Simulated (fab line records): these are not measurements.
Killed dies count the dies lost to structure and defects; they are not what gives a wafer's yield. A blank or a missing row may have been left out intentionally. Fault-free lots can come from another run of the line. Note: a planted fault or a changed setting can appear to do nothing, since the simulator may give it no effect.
Which tool was responsible? + flow gf180mcu + 13 lots, 39 wafers sampled, at 5 steps of a route of 602

WHAT THE GAUGES SHOWED, per wafer
GF_V2_THK_MEAS_03.
| lot  | measured     | on           | V2_CVD_02_THK (nm) |
|------|--------------|--------------|--------------------|
| L553 | day 19 03:54 | filmMetro-04 | 854 836 862        |
| L554 | day 19 13:31 | filmMetro-03 | 837 863 857        |
| L556 | day 20 19:05 | filmMetro-01 | 837 836 838        |
| L555 | day 21 01:54 | filmMetro-01 | 849 860 865        |
| L560 | day 22 16:22 | filmMetro-01 | 848 852 858        |
| L559 | day 22 19:25 | filmMetro-04 | 830 844 842        |
| L562 | day 23 13:08 | filmMetro-03 | 831 852 847        |
| L563 | day 23 15:59 | filmMetro-04 | 833 838 836        |
| L565 | day 24 02:50 | filmMetro-01 | 872 854 860        |
| L570 | day 25 16:51 | filmMetro-01 | 834 850 838        |
| L571 | day 25 23:54 | filmMetro-03 | 349 856 847        |
| L572 | day 26 09:26 | filmMetro-03 | 830 857 841        |
| L575 | day 27 01:59 | filmMetro-04 | 847 842 856        |

TOOL THAT RAN EACH LOT (tool first, then ch and the chambers of the sampled wafers, then the start)
| lot  | GF_M1_SPUTTER_04            | GF_V1_ETCH_16                     | GF_M2_SPUTTER_04            | GF_V2_CVD_02                    |
|------|-----------------------------|-----------------------------------|-----------------------------|---------------------------------|
| L553 | pvdSputter-03, day 16 02:44 | rieDiel-01 ch 0,1,3, day 18 02:01 | pvdSputter-03, day 18 03:36 | pecvd-03 ch 0,1,2, day 19 03:50 |
| L554 | pvdSputter-03, day 16 12:08 | rieDiel-02 ch 0,2, day 18 11:46   | pvdSputter-01, day 18 13:26 | pecvd-03 ch 0,1,2, day 19 13:26 |
| L556 | pvdSputter-01, day 17 15:31 | rieDiel-02 ch 0,2,3, day 19 16:55 | pvdSputter-03, day 19 18:28 | pecvd-03 ch 0,1,2, day 20 19:01 |
| L555 | pvdSputter-03, day 17 20:50 | rieDiel-03 ch 0,3, day 19 22:55   | pvdSputter-03, day 20 00:28 | pecvd-03 ch 0,1,2, day 21 01:50 |
| L560 | pvdSputter-01, day 19 12:31 | rieDiel-03 ch 1,2,3, day 21 13:55 | pvdSputter-01, day 21 15:28 | pecvd-03 ch 1,2, day 22 16:17   |
| L559 | pvdSputter-02, day 19 15:11 | rieDiel-01 ch 1,2, day 21 17:08   | pvdSputter-03, day 21 18:42 | pecvd-01 ch 0,1,2, day 22 19:21 |
| L562 | pvdSputter-01, day 20 10:40 | rieDiel-03 ch 0,1,3, day 22 12:30 | pvdSputter-01, day 22 14:03 | pecvd-01 ch 0,1, day 23 13:03   |
| L563 | pvdSputter-02, day 20 13:49 | rieDiel-01 ch 0,2,3, day 22 15:06 | pvdSputter-04, day 22 16:38 | pecvd-01 ch 0,1,2, day 23 15:53 |
| L565 | pvdSputter-03, day 21 01:34 | rieDiel-02 ch 1,2,3, day 23 02:37 | pvdSputter-01, day 23 04:14 | pecvd-03 ch 0,1,2, day 24 02:46 |
| L570 | pvdSputter-03, day 22 18:07 | rieDiel-03 ch 0,1,2, day 24 17:10 | pvdSputter-04, day 24 18:43 | pecvd-02 ch 0,1, day 25 16:47   |
| L571 | pvdSputter-01, day 23 03:11 | rieDiel-03 ch 0,1,2, day 25 00:57 | pvdSputter-04, day 25 02:31 | pecvd-03 ch 0,1,2, day 25 23:50 |
| L572 | pvdSputter-01, day 23 12:25 | rieDiel-01 ch 1,3, day 25 09:48   | pvdSputter-03, day 25 11:26 | pecvd-01 ch 0,1,2, day 26 09:21 |
| L575 | pvdSputter-03, day 24 07:23 | rieDiel-02 ch 0,1,3, day 26 02:43 | pvdSputter-01, day 26 04:36 | pecvd-02 ch 0,2, day 27 01:55   |
- GF_M1_SPUTTER_04: material TiN, target thk 50 nm, time 41.7 s.
- GF_V1_ETCH_16: etches BARC in N2/H2.
- GF_M2_SPUTTER_04: material TiN, target thk 50 nm, time 41.7 s.
- GF_V2_CVD_02: deposits SiO2 from TEOS, target thk 850 nm, time 94.851 s.

AS READ BY THE TOOLS THEMSELVES (means over the sampled wafers that have a number; for cases with no such wafer, the mark the record gives instead)
GF_M1_SPUTTER_04.
| lot  | tool          | throttleValvePct (%) |
|------|---------------|----------------------|
| L553 | pvdSputter-03 | 29.7                 |
| L554 | pvdSputter-03 | 30.0                 |
| L556 | pvdSputter-01 | 30.9                 |
| L555 | pvdSputter-03 | 29.3                 |
| L560 | pvdSputter-01 | 30.5                 |
| L559 | pvdSputter-02 | 29.8                 |
| L562 | pvdSputter-01 | 30.5                 |
| L563 | pvdSputter-02 | 30.2                 |
| L565 | pvdSputter-03 | 30.1                 |
| L570 | pvdSputter-03 | 30.0                 |
| L571 | pvdSputter-01 | 30.1                 |
| L572 | pvdSputter-01 | 30.1                 |
| L575 | pvdSputter-03 | 29.4                 |

GF_V1_ETCH_16.
| lot  | tool       | drypumpMotorCurrentA (A) | oesProductAu (a.u.) | throttleValvePct (%) |
|------|------------|--------------------------|---------------------|----------------------|
| L553 | rieDiel-01 | 6.0                      | 0.859               | 13.232               |
| L554 | rieDiel-02 | 6.0                      | 0.860               | 13.217               |
| L556 | rieDiel-02 | 5.8                      | 0.853               | 13.228               |
| L555 | rieDiel-03 | 5.3                      | 0.858               | 13.224               |
| L560 | rieDiel-03 | 5.3                      | 0.857               | 13.228               |
| L559 | rieDiel-01 | 5.8                      | 0.856               | 13.225               |
| L562 | rieDiel-03 | 5.6                      | 0.854               | 13.225               |
| L563 | rieDiel-01 | 5.9                      | 0.861               | 13.224               |
| L565 | rieDiel-02 | 5.8                      | 0.857               | 13.227               |
| L570 | rieDiel-03 | 5.7                      | 0.855               | 13.226               |
| L571 | rieDiel-03 | 5.7                      | 0.852               | 13.223               |
| L572 | rieDiel-01 | 6.0                      | 0.851               | 13.227               |
| L575 | rieDiel-02 | 6.0                      | 0.860               | 13.225               |

GF_M2_SPUTTER_04.
| lot  | tool          | throttleValvePct (%) |
|------|---------------|----------------------|
| L553 | pvdSputter-03 | 29.9                 |
| L554 | pvdSputter-01 | 31.0                 |
| L556 | pvdSputter-03 | 29.9                 |
| L555 | pvdSputter-03 | 29.9                 |
| L560 | pvdSputter-01 | 30.6                 |
| L559 | pvdSputter-03 | 29.7                 |
| L562 | pvdSputter-01 | 30.4                 |
| L563 | pvdSputter-04 | 29.4                 |
| L565 | pvdSputter-01 | 30.7                 |
| L570 | pvdSputter-04 | 28.9                 |
| L571 | pvdSputter-04 | 29.4                 |
| L572 | pvdSputter-03 | 30.1                 |
| L575 | pvdSputter-01 | 31.1                 |

GF_V2_CVD_02.
| lot  | tool     | heaterPowerW (W) |
|------|----------|------------------|
| L553 | pecvd-03 | 651              |
| L554 | pecvd-03 | 621              |
| L556 | pecvd-03 | 590              |
| L555 | pecvd-03 | 696              |
| L560 | pecvd-03 | 652              |
| L559 | pecvd-01 | 610              |
| L562 | pecvd-01 | 561              |
| L563 | pecvd-01 | 614              |
| L565 | pecvd-03 | 677              |
| L570 | pecvd-02 | 800              |
| L571 | pecvd-03 | 643              |
| L572 | pecvd-01 | 566              |
| L575 | pecvd-02 | 725              |

THE ANSWER, worked out from the rows above alone
Rule: the usual values come from the lots themselves. The widest of any qualifying gaps counts: lots, ordered by their means at a reading, are off when they make up no more than a third of the lots, leave a main group of 4 or more, and stand apart from it by 3 or more times the standard deviation of that group's means. The tables above print the reading to a certain number of digits; a main group whose means all agree to those digits is not used. A lot without any number at a reading at which 4 lots or more have one is off too. All remaining lots with rows at the step are treated as sound. The gauges are gone through in route order, then the tools' own readings, and for those a lot's mean is taken as printed above. At the first step where some lot is off, the reading lying furthest off is the one used; lots without a number count as furthest.
Off: at GF_V2_THK_MEAS_03 (V2_CVD_02_THK), L571. The main group: mean 847 nm, standard deviation 8.1.
A tool fits if, at a process step before that reading, it ran every lot that is off, and no sound lot after the first of them. Gauges at GF_V2_THK_MEAS_03: tried the same way as those tools. Can't be told from this: 3 tools fit, rieDiel-03 at GF_V1_ETCH_16, pvdSputter-04 at GF_M2_SPUTTER_04, pecvd-03 at GF_V2_CVD_02.

WHAT THE SIMULATOR HAD PUT IN
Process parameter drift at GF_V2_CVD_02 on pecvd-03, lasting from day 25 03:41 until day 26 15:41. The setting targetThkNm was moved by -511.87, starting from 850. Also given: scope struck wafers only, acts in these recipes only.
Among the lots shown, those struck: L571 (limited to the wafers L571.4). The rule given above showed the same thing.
